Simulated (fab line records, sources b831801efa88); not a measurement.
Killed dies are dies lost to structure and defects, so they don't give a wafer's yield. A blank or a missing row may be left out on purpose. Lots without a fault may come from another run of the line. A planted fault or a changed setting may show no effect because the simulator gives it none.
Problem report in the 8D (eight disciplines) form, filled by code | flow gf180mcu | the parts of the form that need people (team, actions taken, sign-off) are left out

1. THE PROBLEM
rotation_deg at GF_HV_LDD_IMPLANT_33 reads a mean of -55.526 degrees on 6 wafers of 2 lots; wafers without a fault read 0.007 degrees with a standard deviation of 0.019. That is -99 or more standard deviations from the usual mean.
First seen on wafer L785.3, day 15 08:02, on implanter-02. The record holds 42 wafers of 14 lots with a number at this step. Rule for "out", or "out of limits": more than 4 standard deviations from the usual mean. The other wafers with a number count as sound.

2. WHAT IT IS AND WHAT IT IS NOT
question                    | is                     | is not
which readings at this step | rotation_deg           | -
which lots                  | L785, L787             | L775, L776, L777, L778, L779, L780, L782, L783, L794, L795, L796, L797
which wafers of those lots  | all that have a number | -
read on which tools         | implanter-02           | implanter-01, implanter-03
when                        | from day 15 08:02      | up to then (24 sound wafers); but 12 sound wafers of L794, L795, L796, L797 came after

3. SUSPECTS, AND WHAT RULES EACH OUT
Counting: a tool at a process step up to the reading stays a suspect if it ran every lot that is out and no sound lot after the first of them.
- implanter-02 at GF_HV_LDD_IMPLANT_33: ruled out as a lasting fault. Sound lots L796, L797 ran on it after its first lot that is out, L785 (day 15 08:02).
Left after counting: nothing in the record.

4. THE CAUSE (what the simulator had put in)
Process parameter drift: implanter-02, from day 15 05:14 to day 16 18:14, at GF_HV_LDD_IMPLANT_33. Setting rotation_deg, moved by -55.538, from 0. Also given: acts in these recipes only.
Counting ruled it out, wrongly.

5. THE CHAIN OF EFFECTS, in route order
Each row: a reading whose mean over the struck wafers that have a number lies more than 3 standard deviations from the usual. Only readings for which the record gives a usual standard deviation are gone through. hours: the time from each lot's start at the first step in this table that gives one to its start at this step, as a median over the lots. sigmas: the change in usual standard deviations.
hours | step                 | reading      | usual         | on struck wafers | change  | sigmas
0     | GF_HV_LDD_IMPLANT_33 | rotation_deg | 0.007 degrees | -55.526          | -55.533 | -99 or more
The process steps in it:
- GF_HV_LDD_IMPLANT_33
Later measuring or inspecting steps at which every struck wafer that the step has a row for has a number for every such reading, and none has moved that far: GF_CONTACT_CD_MEAS_14.

6. WHAT WOULD HAVE CAUGHT IT SOONER
In this record the first reading out of limits was taken at day 15 08:02, 3 hours after the fault began at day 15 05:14.
